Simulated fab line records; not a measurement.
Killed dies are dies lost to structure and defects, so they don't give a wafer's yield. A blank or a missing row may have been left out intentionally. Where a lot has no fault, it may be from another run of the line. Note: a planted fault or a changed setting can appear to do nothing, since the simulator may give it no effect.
fab line records :: flow sky130
record
  lots=6
  wafers=18
  last_day=49
route steps=708 shown VIA1@474 METAL2@483
lots that met no fault: from a run of the same line without faults
start_h: hours from the record's opening day to when the first of the lot's shown wafers began :: wait_h: how many hours have passed since the lot's step before this one :: " unchanged from the row above :: L1.1+2: several wafers, shown together as one row :: - no value present, or no start provided :: * or withheld: withheld :: < > ~ a bound
route shown NAME@n: NAME is a module with steps in the file, n the number in the route of the first one :: usual: average and standard deviation across the fault-free wafers :: same: alike in all rows :: chamber/n: place in a boat :: sites: each site's reading :: _std_site: their standard deviation :: _edge_site: the outer-site mean with the inner-site mean subtracted :: radius_mm: for every site, how far away it sits from the centre of the wafer :: mask NAME#n: copy n :: behind: the tool/chamber that last shaped the wafer :: hold: why the lot went on hold/how many hours it stayed there/how the hold came to an end :: device: the transistor (n, p or np) that didn't switch :: end of line: tests of these same wafers at the route's end :: a step given without rows: its recipe and nothing more :: killed: dies lost to structure and defects at the first sort, not the wafer's yield :: map: shows each die of a wafer: x if killed, . if not, _ if none is there
set.NAME: the setting as run; set.NAME@STEP: as run at that earlier step :: model.NAME: the simulator's own value behind a step, which no gauge read
lots at selected steps of the route; one table per step, one row per wafer
services: when a tool's chamber went out of use (start_h, in hours from the record's first day, below 0 if earlier), for how many hours, and the reason
## steps
# step SKY_VIA1_STRIP_16
# recipe
  chemistry=O2/N2
  power_w=1400
  pressure_mtorr=1500
  platen_temp_c=withheld
  o2_flow_sccm=3000
  n2_flow_sccm=300
  overash_fraction=0.5
# step SKY_VIA1_STRIP_17
# recipe
  chemistry=post_etch_residue_remover
  time_s=1200
  temp_c=72.5
# step SKY_VIA1_CLEAN_18
# recipe
  chemistry=IPA
  time_s=180
  temp_c=25
# step SKY_VIA1_CLEAN_19
# recipe
  chemistry=O3/DIW
  dry=n2_spin
# step SKY_VIA1_SPUTTER_20
# recipe
  material=TiN
  target_thk_nm=20
  chamber_pressure_pa=5
  power_w=4000
  time_s=80
# usual
  throttle_valve_pct=29.9/0.51
lot.wafer: L412.3
tool: pvd_sputter-04
chamber: -
start_h: 857.11
wait_h: 0.0
throttle_valve_pct: 30.3

lot.wafer: L412.5
tool: pvd_sputter-04
chamber: -
start_h: 857.11
wait_h: 0.0
throttle_valve_pct: 30.1

lot.wafer: L412.6
tool: pvd_sputter-04
chamber: -
start_h: 857.11
wait_h: 0.0
throttle_valve_pct: 30.0

lot.wafer: L414.4
tool: pvd_sputter-01
chamber: -
start_h: 876.35
wait_h: 0.0
throttle_valve_pct: 29.7

lot.wafer: L414.5
tool: pvd_sputter-01
chamber: -
start_h: 876.35
wait_h: 0.0
throttle_valve_pct: 29.9

lot.wafer: L414.6
tool: pvd_sputter-01
chamber: -
start_h: 876.35
wait_h: 0.0
throttle_valve_pct: 30.2

lot.wafer: L415.1
tool: pvd_sputter-03
chamber: -
start_h: 879.81
wait_h: 0.0
throttle_valve_pct: 29.9

lot.wafer: L415.2
tool: pvd_sputter-03
chamber: -
start_h: 879.81
wait_h: 0.0
throttle_valve_pct: 31.0

lot.wafer: L415.4
tool: pvd_sputter-03
chamber: -
start_h: 879.81
wait_h: 0.0
throttle_valve_pct: 29.5

lot.wafer: L416.1
tool: pvd_sputter-01
chamber: -
start_h: 887.76
wait_h: 0.0
throttle_valve_pct: 29.7

lot.wafer: L416.4
tool: pvd_sputter-01
chamber: -
start_h: 887.76
wait_h: 0.0
throttle_valve_pct: 28.9

lot.wafer: L416.6
tool: pvd_sputter-01
chamber: -
start_h: 887.76
wait_h: 0.0
throttle_valve_pct: 30.0

lot.wafer: L417.1
tool: pvd_sputter-03
chamber: -
start_h: 895.88
wait_h: 0.0
throttle_valve_pct: 29.3

lot.wafer: L417.4
tool: pvd_sputter-03
chamber: -
start_h: 895.88
wait_h: 0.0
throttle_valve_pct: 31.0

lot.wafer: L417.5
tool: pvd_sputter-03
chamber: -
start_h: 895.88
wait_h: 0.0
throttle_valve_pct: 29.6

lot.wafer: L422.1
tool: pvd_sputter-03
chamber: -
start_h: 920.59
wait_h: 0.0
throttle_valve_pct: 30.4

lot.wafer: L422.2
tool: pvd_sputter-03
chamber: -
start_h: 920.59
wait_h: 0.0
throttle_valve_pct: 29.5

lot.wafer: L422.6
tool: pvd_sputter-03
chamber: -
start_h: 920.59
wait_h: 0.0
throttle_valve_pct: 30.0
# step SKY_VIA1_CVD_21
# recipe
  material=W
  target_thk_nm=270
  time_s=80.902
  temp_c=400
  pressure_torr=40
# usual
  heater_power_w=847/100
lot.wafer: L412.3
tool: cvd_w-02
chamber: 1
start_h: 857.20
wait_h: 0.1
heater_power_w: 719
since_wet_clean_h: -

lot.wafer: L412.5
tool: cvd_w-02
chamber: 1
start_h: 857.20
wait_h: 0.1
heater_power_w: 741
since_wet_clean_h: -

lot.wafer: L412.6
tool: cvd_w-02
chamber: 0
start_h: 857.20
wait_h: 0.1
heater_power_w: 914
since_wet_clean_h: -

lot.wafer: L414.4
tool: cvd_w-01
chamber: 0
start_h: 876.45
wait_h: 0.1
heater_power_w: 840
since_wet_clean_h: -

lot.wafer: L414.5
tool: cvd_w-01
chamber: 0
start_h: 876.45
wait_h: 0.1
heater_power_w: 839
since_wet_clean_h: -

lot.wafer: L414.6
tool: cvd_w-01
chamber: 1
start_h: 876.45
wait_h: 0.1
heater_power_w: 980
since_wet_clean_h: -

lot.wafer: L415.1
tool: cvd_w-02
chamber: 0
start_h: 879.87
wait_h: 0.0
heater_power_w: 931
since_wet_clean_h: 476

lot.wafer: L415.2
tool: cvd_w-02
chamber: 1
start_h: 879.87
wait_h: 0.0
heater_power_w: 716
since_wet_clean_h: 476

lot.wafer: L415.4
tool: cvd_w-02
chamber: 1
start_h: 879.87
wait_h: 0.0
heater_power_w: 741
since_wet_clean_h: -

lot.wafer: L416.1
tool: cvd_w-01
chamber: 0
start_h: 887.82
wait_h: 0.0
heater_power_w: 845
since_wet_clean_h: 984

lot.wafer: L416.4
tool: cvd_w-01
chamber: 0
start_h: 887.82
wait_h: 0.0
heater_power_w: 838
since_wet_clean_h: -

lot.wafer: L416.6
tool: cvd_w-01
chamber: 1
start_h: 887.82
wait_h: 0.0
heater_power_w: 1012
since_wet_clean_h: -

lot.wafer: L417.1
tool: cvd_w-02
chamber: 0
start_h: 895.94
wait_h: 0.0
heater_power_w: 938
since_wet_clean_h: 492

lot.wafer: L417.4
tool: cvd_w-02
chamber: 0
start_h: 895.94
wait_h: 0.0
heater_power_w: 930
since_wet_clean_h: -

lot.wafer: L417.5
tool: cvd_w-02
chamber: 1
start_h: 895.94
wait_h: 0.0
heater_power_w: 741
since_wet_clean_h: -

lot.wafer: L422.1
tool: cvd_w-02
chamber: 1
start_h: 920.65
wait_h: 0.0
heater_power_w: 714
since_wet_clean_h: 517

lot.wafer: L422.2
tool: cvd_w-02
chamber: 0
start_h: 920.65
wait_h: 0.0
heater_power_w: 902
since_wet_clean_h: 517

lot.wafer: L422.6
tool: cvd_w-02
chamber: 0
start_h: 920.65
wait_h: 0.0
heater_power_w: 925
since_wet_clean_h: -
# step SKY_VIA1_RS_MEAS_22
# recipe
  thk_meas_gauge=four-point-probe
  reads=W_of_VIA1_CVD_21+TiN_of_VIA1_SPUTTER_20
# usual
  VIA1_W_RS=0.423/0.0068
lot.wafer: L412.3
tool: film_metro-03
chamber: -
start_h: 857.30
wait_h: 0.1
VIA1_W_RS[ohm/sq]: 0.412

lot.wafer: L412.5
tool: film_metro-03
chamber: -
start_h: 857.30
wait_h: 0.1
VIA1_W_RS[ohm/sq]: 0.414

lot.wafer: L412.6
tool: film_metro-03
chamber: -
start_h: 857.30
wait_h: 0.1
VIA1_W_RS[ohm/sq]: 0.424

lot.wafer: L414.4
tool: film_metro-02
chamber: -
start_h: 876.57
wait_h: 0.1
VIA1_W_RS[ohm/sq]: 0.423

lot.wafer: L414.5
tool: film_metro-02
chamber: -
start_h: 876.57
wait_h: 0.1
VIA1_W_RS[ohm/sq]: 0.423

lot.wafer: L414.6
tool: film_metro-02
chamber: -
start_h: 876.57
wait_h: 0.1
VIA1_W_RS[ohm/sq]: 0.423

lot.wafer: L415.1
tool: film_metro-02
chamber: -
start_h: 879.96
wait_h: 0.1
VIA1_W_RS[ohm/sq]: 0.427

lot.wafer: L415.2
tool: film_metro-02
chamber: -
start_h: 879.96
wait_h: 0.1
VIA1_W_RS[ohm/sq]: 0.413

lot.wafer: L415.4
tool: film_metro-02
chamber: -
start_h: 879.96
wait_h: 0.1
VIA1_W_RS[ohm/sq]: 0.412

lot.wafer: L416.1
tool: film_metro-02
chamber: -
start_h: 887.91
wait_h: 0.1
VIA1_W_RS[ohm/sq]: 0.428

lot.wafer: L416.4
tool: film_metro-02
chamber: -
start_h: 887.91
wait_h: 0.1
VIA1_W_RS[ohm/sq]: 0.430

lot.wafer: L416.6
tool: film_metro-02
chamber: -
start_h: 887.91
wait_h: 0.1
VIA1_W_RS[ohm/sq]: 0.427

lot.wafer: L417.1
tool: film_metro-01
chamber: -
start_h: 896.03
wait_h: 0.1
VIA1_W_RS[ohm/sq]: 0.430

lot.wafer: L417.4
tool: film_metro-01
chamber: -
start_h: 896.03
wait_h: 0.1
VIA1_W_RS[ohm/sq]: 0.426

lot.wafer: L417.5
tool: film_metro-01
chamber: -
start_h: 896.03
wait_h: 0.1
VIA1_W_RS[ohm/sq]: 0.418

lot.wafer: L422.1
tool: film_metro-01
chamber: -
start_h: 920.75
wait_h: 0.1
VIA1_W_RS[ohm/sq]: 0.418

lot.wafer: L422.2
tool: film_metro-01
chamber: -
start_h: 920.75
wait_h: 0.1
VIA1_W_RS[ohm/sq]: 0.428

lot.wafer: L422.6
tool: film_metro-01
chamber: -
start_h: 920.75
wait_h: 0.1
VIA1_W_RS[ohm/sq]: 0.426
# step SKY_VIA1_THK_MEAS_23
# recipe
  thk_meas_gauge=xrf
  reads=W_of_VIA1_CVD_21
# usual
  VIA1_W_THK=266/4.6
lot.wafer: L412.3
tool: film_metro-03
chamber: -
start_h: 857.40
wait_h: 0.1
VIA1_W_THK[nm]: 273

lot.wafer: L412.5
tool: film_metro-03
chamber: -
start_h: 857.40
wait_h: 0.1
VIA1_W_THK[nm]: 270

lot.wafer: L412.6
tool: film_metro-03
chamber: -
start_h: 857.40
wait_h: 0.1
VIA1_W_THK[nm]: 264

lot.wafer: L414.4
tool: film_metro-02
chamber: -
start_h: 876.66
wait_h: 0.1
VIA1_W_THK[nm]: 269

lot.wafer: L414.5
tool: film_metro-02
chamber: -
start_h: 876.66
wait_h: 0.1
VIA1_W_THK[nm]: 268

lot.wafer: L414.6
tool: film_metro-02
chamber: -
start_h: 876.66
wait_h: 0.1
VIA1_W_THK[nm]: 269

lot.wafer: L415.1
tool: film_metro-02
chamber: -
start_h: 880.08
wait_h: 0.1
VIA1_W_THK[nm]: 266

lot.wafer: L415.2
tool: film_metro-02
chamber: -
start_h: 880.08
wait_h: 0.1
VIA1_W_THK[nm]: 275

lot.wafer: L415.4
tool: film_metro-02
chamber: -
start_h: 880.08
wait_h: 0.1
VIA1_W_THK[nm]: 275

lot.wafer: L416.1
tool: film_metro-02
chamber: -
start_h: 888.03
wait_h: 0.1
VIA1_W_THK[nm]: 263

lot.wafer: L416.4
tool: film_metro-02
chamber: -
start_h: 888.03
wait_h: 0.1
VIA1_W_THK[nm]: 262

lot.wafer: L416.6
tool: film_metro-02
chamber: -
start_h: 888.03
wait_h: 0.1
VIA1_W_THK[nm]: 265

lot.wafer: L417.1
tool: film_metro-01
chamber: -
start_h: 896.15
wait_h: 0.1
VIA1_W_THK[nm]: 261

lot.wafer: L417.4
tool: film_metro-01
chamber: -
start_h: 896.15
wait_h: 0.1
VIA1_W_THK[nm]: 261

lot.wafer: L417.5
tool: film_metro-01
chamber: -
start_h: 896.15
wait_h: 0.1
VIA1_W_THK[nm]: 267

lot.wafer: L422.1
tool: film_metro-01
chamber: -
start_h: 920.87
wait_h: 0.1
VIA1_W_THK[nm]: 270

lot.wafer: L422.2
tool: film_metro-01
chamber: -
start_h: 920.87
wait_h: 0.1
VIA1_W_THK[nm]: 264

lot.wafer: L422.6
tool: film_metro-01
chamber: -
start_h: 920.87
wait_h: 0.1
VIA1_W_THK[nm]: 266
# step SKY_VIA1_CMP_24
# recipe
  stop_on=SiO2
  t_overpolish_s=15
  down_force_psi=3.5
  platen_rpm=60
  target_thk_nm=0
  pad_velocity_m_s=0.94248
# step SKY_METAL2_SPUTTER_00
# recipe
  material=Ti
  target_thk_nm=15
  power_w=3000
  time_s=10
  chamber_pressure_pa=0.4
# usual
  throttle_valve_pct=29.8/0.65
lot.wafer: L412.3
tool: pvd_sputter-02
chamber: -
start_h: 857.74
wait_h: 0.2
throttle_valve_pct: 29.7

lot.wafer: L412.5
tool: pvd_sputter-02
chamber: -
start_h: 857.74
wait_h: 0.2
throttle_valve_pct: 29.8

lot.wafer: L412.6
tool: pvd_sputter-02
chamber: -
start_h: 857.74
wait_h: 0.2
throttle_valve_pct: 29.2

lot.wafer: L414.4
tool: pvd_sputter-02
chamber: -
start_h: 876.99
wait_h: 0.2
throttle_valve_pct: 29.8

lot.wafer: L414.5
tool: pvd_sputter-02
chamber: -
start_h: 876.99
wait_h: 0.2
throttle_valve_pct: 29.2

lot.wafer: L414.6
tool: pvd_sputter-02
chamber: -
start_h: 876.99
wait_h: 0.2
throttle_valve_pct: 29.7

lot.wafer: L415.1
tool: pvd_sputter-02
chamber: -
start_h: 880.44
wait_h: 0.2
throttle_valve_pct: 29.0

lot.wafer: L415.2
tool: pvd_sputter-02
chamber: -
start_h: 880.44
wait_h: 0.2
throttle_valve_pct: 29.2

lot.wafer: L415.4
tool: pvd_sputter-02
chamber: -
start_h: 880.44
wait_h: 0.2
throttle_valve_pct: 29.7

lot.wafer: L416.1
tool: pvd_sputter-01
chamber: -
start_h: 888.39
wait_h: 0.1
throttle_valve_pct: 30.0

lot.wafer: L416.4
tool: pvd_sputter-01
chamber: -
start_h: 888.39
wait_h: 0.1
throttle_valve_pct: 30.0

lot.wafer: L416.6
tool: pvd_sputter-01
chamber: -
start_h: 888.39
wait_h: 0.1
throttle_valve_pct: 28.8

lot.wafer: L417.1
tool: pvd_sputter-02
chamber: -
start_h: 896.51
wait_h: 0.1
throttle_valve_pct: 29.0

lot.wafer: L417.4
tool: pvd_sputter-02
chamber: -
start_h: 896.51
wait_h: 0.1
throttle_valve_pct: 29.6

lot.wafer: L417.5
tool: pvd_sputter-02
chamber: -
start_h: 896.51
wait_h: 0.1
throttle_valve_pct: 28.9

lot.wafer: L422.1
tool: pvd_sputter-03
chamber: -
start_h: 921.23
wait_h: 0.2
throttle_valve_pct: 30.2

lot.wafer: L422.2
tool: pvd_sputter-03
chamber: -
start_h: 921.23
wait_h: 0.2
throttle_valve_pct: 30.9

lot.wafer: L422.6
tool: pvd_sputter-03
chamber: -
start_h: 921.23
wait_h: 0.2
throttle_valve_pct: 30.3
# step SKY_METAL2_SPUTTER_01
# recipe
  material=TiN
  target_thk_nm=20
  power_w=6500
  time_s=16.7
  chamber_pressure_pa=0.4
# usual
  throttle_valve_pct=29.9/0.65
lot.wafer: L412.3
tool: pvd_sputter-02
chamber: -
start_h: 857.76
wait_h: 0.0
throttle_valve_pct: 29.7

lot.wafer: L412.5
tool: pvd_sputter-02
chamber: -
start_h: 857.76
wait_h: 0.0
throttle_valve_pct: 29.6

lot.wafer: L412.6
tool: pvd_sputter-02
chamber: -
start_h: 857.76
wait_h: 0.0
throttle_valve_pct: 29.1

lot.wafer: L414.4
tool: pvd_sputter-02
chamber: -
start_h: 877.01
wait_h: 0.0
throttle_valve_pct: 29.6

lot.wafer: L414.5
tool: pvd_sputter-02
chamber: -
start_h: 877.01
wait_h: 0.0
throttle_valve_pct: 29.0

lot.wafer: L414.6
tool: pvd_sputter-02
chamber: -
start_h: 877.01
wait_h: 0.0
throttle_valve_pct: 29.7

lot.wafer: L415.1
tool: pvd_sputter-02
chamber: -
start_h: 880.47
wait_h: 0.0
throttle_valve_pct: 29.0

lot.wafer: L415.2
tool: pvd_sputter-02
chamber: -
start_h: 880.47
wait_h: 0.0
throttle_valve_pct: 29.3

lot.wafer: L415.4
tool: pvd_sputter-02
chamber: -
start_h: 880.47
wait_h: 0.0
throttle_valve_pct: 29.4

lot.wafer: L416.1
tool: pvd_sputter-01
chamber: -
start_h: 888.42
wait_h: 0.0
throttle_valve_pct: 30.0

lot.wafer: L416.4
tool: pvd_sputter-01
chamber: -
start_h: 888.42
wait_h: 0.0
throttle_valve_pct: 30.2

lot.wafer: L416.6
tool: pvd_sputter-01
chamber: -
start_h: 888.42
wait_h: 0.0
throttle_valve_pct: 28.8

lot.wafer: L417.1
tool: pvd_sputter-02
chamber: -
start_h: 896.54
wait_h: 0.0
throttle_valve_pct: 29.3

lot.wafer: L417.4
tool: pvd_sputter-02
chamber: -
start_h: 896.54
wait_h: 0.0
throttle_valve_pct: 29.9

lot.wafer: L417.5
tool: pvd_sputter-02
chamber: -
start_h: 896.54
wait_h: 0.0
throttle_valve_pct: 29.1

lot.wafer: L422.1
tool: pvd_sputter-03
chamber: -
start_h: 921.25
wait_h: 0.0
throttle_valve_pct: 30.2

lot.wafer: L422.2
tool: pvd_sputter-03
chamber: -
start_h: 921.25
wait_h: 0.0
throttle_valve_pct: 31.2

lot.wafer: L422.6
tool: pvd_sputter-03
chamber: -
start_h: 921.25
wait_h: 0.0
throttle_valve_pct: 30.1
# step SKY_METAL2_SPUTTER_02
# recipe
  material=AlCu
  target_thk_nm=250
  power_w=10600
  time_s=13.3
  chamber_pressure_pa=0.4
# usual
  throttle_valve_pct=29.9/0.66
lot.wafer: L412.3
tool: pvd_sputter-02
chamber: -
start_h: 857.79
wait_h: 0.0
throttle_valve_pct: 30.1

lot.wafer: L412.5
tool: pvd_sputter-02
chamber: -
start_h: 857.79
wait_h: 0.0
throttle_valve_pct: 29.6

lot.wafer: L412.6
tool: pvd_sputter-02
chamber: -
start_h: 857.79
wait_h: 0.0
throttle_valve_pct: 29.2

lot.wafer: L414.4
tool: pvd_sputter-02
chamber: -
start_h: 877.04
wait_h: 0.0
throttle_valve_pct: 29.8

lot.wafer: L414.5
tool: pvd_sputter-02
chamber: -
start_h: 877.04
wait_h: 0.0
throttle_valve_pct: 29.2

lot.wafer: L414.6
tool: pvd_sputter-02
chamber: -
start_h: 877.04
wait_h: 0.0
throttle_valve_pct: 29.8

lot.wafer: L415.1
tool: pvd_sputter-02
chamber: -
start_h: 880.49
wait_h: 0.0
throttle_valve_pct: 29.2

lot.wafer: L415.2
tool: pvd_sputter-02
chamber: -
start_h: 880.49
wait_h: 0.0
throttle_valve_pct: 29.0

lot.wafer: L415.4
tool: pvd_sputter-02
chamber: -
start_h: 880.49
wait_h: 0.0
throttle_valve_pct: 29.5

lot.wafer: L416.1
tool: pvd_sputter-01
chamber: -
start_h: 888.44
wait_h: 0.0
throttle_valve_pct: 30.1

lot.wafer: L416.4
tool: pvd_sputter-01
chamber: -
start_h: 888.44
wait_h: 0.0
throttle_valve_pct: 30.1

lot.wafer: L416.6
tool: pvd_sputter-01
chamber: -
start_h: 888.44
wait_h: 0.0
throttle_valve_pct: 29.1

lot.wafer: L417.1
tool: pvd_sputter-02
chamber: -
start_h: 896.56
wait_h: 0.0
throttle_valve_pct: 28.9

lot.wafer: L417.4
tool: pvd_sputter-02
chamber: -
start_h: 896.56
wait_h: 0.0
throttle_valve_pct: 29.7

lot.wafer: L417.5
tool: pvd_sputter-02
chamber: -
start_h: 896.56
wait_h: 0.0
throttle_valve_pct: 29.1

lot.wafer: L422.1
tool: pvd_sputter-03
chamber: -
start_h: 921.27
wait_h: 0.0
throttle_valve_pct: 30.4

lot.wafer: L422.2
tool: pvd_sputter-03
chamber: -
start_h: 921.27
wait_h: 0.0
throttle_valve_pct: 31.2

lot.wafer: L422.6
tool: pvd_sputter-03
chamber: -
start_h: 921.27
wait_h: 0.0
throttle_valve_pct: 30.1
# step SKY_METAL2_SPUTTER_03
# recipe
  material=Ti
  target_thk_nm=5
  power_w=3000
  time_s=3.3
  chamber_pressure_pa=0.4
# usual
  throttle_valve_pct=29.9/0.64
lot.wafer: L412.3
tool: pvd_sputter-02
chamber: -
start_h: 857.81
wait_h: 0.0
throttle_valve_pct: 29.5
model.Ti_of_METAL2_SPUTTER_03.thk_nm: 5.012

lot.wafer: L412.5
tool: pvd_sputter-02
chamber: -
start_h: 857.81
wait_h: 0.0
throttle_valve_pct: 29.8
model.Ti_of_METAL2_SPUTTER_03.thk_nm: 4.944

lot.wafer: L412.6
tool: pvd_sputter-02
chamber: -
start_h: 857.81
wait_h: 0.0
throttle_valve_pct: 28.9
model.Ti_of_METAL2_SPUTTER_03.thk_nm: 5.006

lot.wafer: L414.4
tool: pvd_sputter-02
chamber: -
start_h: 877.06
wait_h: 0.0
throttle_valve_pct: 29.6
model.Ti_of_METAL2_SPUTTER_03.thk_nm: 4.823

lot.wafer: L414.5
tool: pvd_sputter-02
chamber: -
start_h: 877.06
wait_h: 0.0
throttle_valve_pct: 29.0
model.Ti_of_METAL2_SPUTTER_03.thk_nm: 4.956

lot.wafer: L414.6
tool: pvd_sputter-02
chamber: -
start_h: 877.06
wait_h: 0.0
throttle_valve_pct: 29.9
model.Ti_of_METAL2_SPUTTER_03.thk_nm: 4.855

lot.wafer: L415.1
tool: pvd_sputter-02
chamber: -
start_h: 880.52
wait_h: 0.0
throttle_valve_pct: 29.0
model.Ti_of_METAL2_SPUTTER_03.thk_nm: 6.333

lot.wafer: L415.2
tool: pvd_sputter-02
chamber: -
start_h: 880.52
wait_h: 0.0
throttle_valve_pct: 29.1
model.Ti_of_METAL2_SPUTTER_03.thk_nm: 6.386

lot.wafer: L415.4
tool: pvd_sputter-02
chamber: -
start_h: 880.52
wait_h: 0.0
throttle_valve_pct: 29.8
model.Ti_of_METAL2_SPUTTER_03.thk_nm: 6.331

lot.wafer: L416.1
tool: pvd_sputter-01
chamber: -
start_h: 888.47
wait_h: 0.0
throttle_valve_pct: 29.7
model.Ti_of_METAL2_SPUTTER_03.thk_nm: 4.86

lot.wafer: L416.4
tool: pvd_sputter-01
chamber: -
start_h: 888.47
wait_h: 0.0
throttle_valve_pct: 30.5
model.Ti_of_METAL2_SPUTTER_03.thk_nm: 5.111

lot.wafer: L416.6
tool: pvd_sputter-01
chamber: -
start_h: 888.47
wait_h: 0.0
throttle_valve_pct: 28.8
model.Ti_of_METAL2_SPUTTER_03.thk_nm: 4.965

lot.wafer: L417.1
tool: pvd_sputter-02
chamber: -
start_h: 896.59
wait_h: 0.0
throttle_valve_pct: 29.4
model.Ti_of_METAL2_SPUTTER_03.thk_nm: 6.362

lot.wafer: L417.4
tool: pvd_sputter-02
chamber: -
start_h: 896.59
wait_h: 0.0
throttle_valve_pct: 29.6
model.Ti_of_METAL2_SPUTTER_03.thk_nm: 6.314

lot.wafer: L417.5
tool: pvd_sputter-02
chamber: -
start_h: 896.59
wait_h: 0.0
throttle_valve_pct: 28.9
model.Ti_of_METAL2_SPUTTER_03.thk_nm: 6.3

lot.wafer: L422.1
tool: pvd_sputter-03
chamber: -
start_h: 921.30
wait_h: 0.0
throttle_valve_pct: 30.3
model.Ti_of_METAL2_SPUTTER_03.thk_nm: 4.955

lot.wafer: L422.2
tool: pvd_sputter-03
chamber: -
start_h: 921.30
wait_h: 0.0
throttle_valve_pct: 31.2
model.Ti_of_METAL2_SPUTTER_03.thk_nm: 4.981

lot.wafer: L422.6
tool: pvd_sputter-03
chamber: -
start_h: 921.30
wait_h: 0.0
throttle_valve_pct: 30.2
model.Ti_of_METAL2_SPUTTER_03.thk_nm: 5.011
# step SKY_METAL2_SPUTTER_04
# recipe
  material=TiN
  target_thk_nm=70
  power_w=6500
  time_s=58.3
  chamber_pressure_pa=0.4
## services
tool: pvd_sputter-02
chamber: 0
start_h: 854.98
hours: -
kind: consumable_replace:kit

tool: pvd_sputter-02
chamber: 0
start_h: 854.98
hours: 18.0
kind: scheduled_down

tool: pvd_sputter-02
chamber: 0
start_h: 854.98
hours: 18.0
kind: vent_cycle

tool: pvd_sputter-01
chamber: -
start_h: 871.75
hours: 0.5
kind: repair

tool: pvd_sputter-03
chamber: -
start_h: 887.45
hours: 2.3
kind: repair

tool: cvd_w-01
chamber: -
start_h: 904.00
hours: 14.0
kind: pm

tool: cvd_w-01
chamber: 0
start_h: 904.00
hours: 14.0
kind: vent_cycle

tool: cvd_w-01
chamber: 1
start_h: 904.00
hours: 14.0
kind: vent_cycle

tool: pvd_sputter-02
chamber: -
start_h: 904.63
hours: 8.7
kind: repair

tool: pvd_sputter-01
chamber: -
start_h: 916.74
hours: 1.0
kind: repair

tool: cvd_w-01
chamber: 0
start_h: 918.00
hours: -
kind: clean

tool: cvd_w-01
chamber: 1
start_h: 918.00
hours: -
kind: clean
## key
first_sign none at tools or gauges
model_effect
  step=SKY_METAL2_SPUTTER_03
  value=Ti_of_METAL2_SPUTTER_03.thk_nm
  without=4.883
  struck=6.338
met_at SKY_METAL2_SPUTTER_03
struck_wafers L415.1,L415.2,L415.4,L417.1,L417.4,L417.5
onset_between 877.06 880.52
also_fits SKY_METAL2_SPUTTER_00:pvd_sputter-02,SKY_METAL2_SPUTTER_01:pvd_sputter-02,SKY_METAL2_SPUTTER_02:pvd_sputter-02
fault
  kind=process_parameter_drift
  tool=pvd_sputter-02
  chamber=-
  onset_h=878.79
  steps=SKY_METAL2_SPUTTER_03
  channel=target_thk_nm
  offset=1.455
  shape=step
  end_h=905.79
  acts_in=these_recipes_only
  stated=5
